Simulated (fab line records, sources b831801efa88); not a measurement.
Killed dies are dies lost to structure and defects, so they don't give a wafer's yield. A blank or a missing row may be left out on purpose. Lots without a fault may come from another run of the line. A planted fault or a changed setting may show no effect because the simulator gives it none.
One fault seen from 2 desks | flow sky130 | each desk has only its own numbers; what lay behind them comes last

THE METROLOGY DESK
What the gauges read, lot by lot, whatever tool the lot ran on: means of the sampled wafers that have a number. A lot is out of limits, marked OUT, if its mean lies more than 4 standard deviations from the usual mean; the brackets give that distance.
Columns: A = CAPM_OVL at SKY_CAPM_OVL_MEAS_12, usual -0.2 nm
lot  | first seen here | A
L449 | day 37 17:42    | -1.5
L453 | day 38 22:01    | -2.0
L457 | day 40 13:52    | 0.8
L458 | day 40 14:46    | 0.1
L460 | day 41 04:54    | 0.2
L462 | day 41 16:43    | 0.3
L465 | day 42 11:49    | 0.9
L466 | day 42 19:33    | -0.2
L467 | day 42 21:57    | -0.1
L469 | day 43 14:51    | 1.3
L470 | day 43 21:09    | 0.1
L471 | day 43 22:42    | 0.4
This desk's finding: nothing out of limits on any of the 12 lots.

THE TOOL OWNER'S DESK: pvd_sputter-04
The tool's own readings at SKY_METAL3_SPUTTER_03 (material Ti, target thk 5 nm, time 3.3 s): means of the sampled wafers that have a number, for each lot that ran on this tool. A lot is out of limits, marked OUT, if its mean lies more than 4 standard deviations from the usual mean; the brackets give that distance.
Columns: A = cathode_dc_power_W at SKY_METAL3_SPUTTER_03, usual 3000.0 W; B = throttle_valve_pct at SKY_METAL3_SPUTTER_03, usual 29.9 %
lot  | first seen here | A                        | B
L449 | day 36 15:17    | 2999.4                   | 30.1
L457 | day 39 14:35    | 3000.3                   | 29.9
L458 | day 39 15:29    | 3151.4 (+99 or more) OUT | 28.9
L460 | day 40 04:38    | 3151.2 (+99 or more) OUT | 29.2
L462 | day 40 16:50    | 3152.2 (+99 or more) OUT | 30.4
This desk's finding: out of limits on L458, L460, L462; first on L458, day 39 15:29 (cathode_dc_power_W at SKY_METAL3_SPUTTER_03). In limits: L449, L457.

PUT TOGETHER
The tool owner's desk could have raised an alarm at day 39 15:29, on L458, L460, L462.
The metrology desk saw nothing out of limits.
The metrology desk has L458, L460, L462 on record, within its limits.
Of the lots named, all ran SKY_METAL3_SPUTTER_03 on pvd_sputter-04.

WHAT THE SIMULATOR HAD PUT IN
Process parameter drift: pvd_sputter-04, from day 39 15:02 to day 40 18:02, at SKY_METAL3_SPUTTER_03. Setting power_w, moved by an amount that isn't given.
Lots struck among those shown: L458, L460, L462.
Hours from the fault's start to each desk's first reading out of limits: the tool owner's desk, 0.
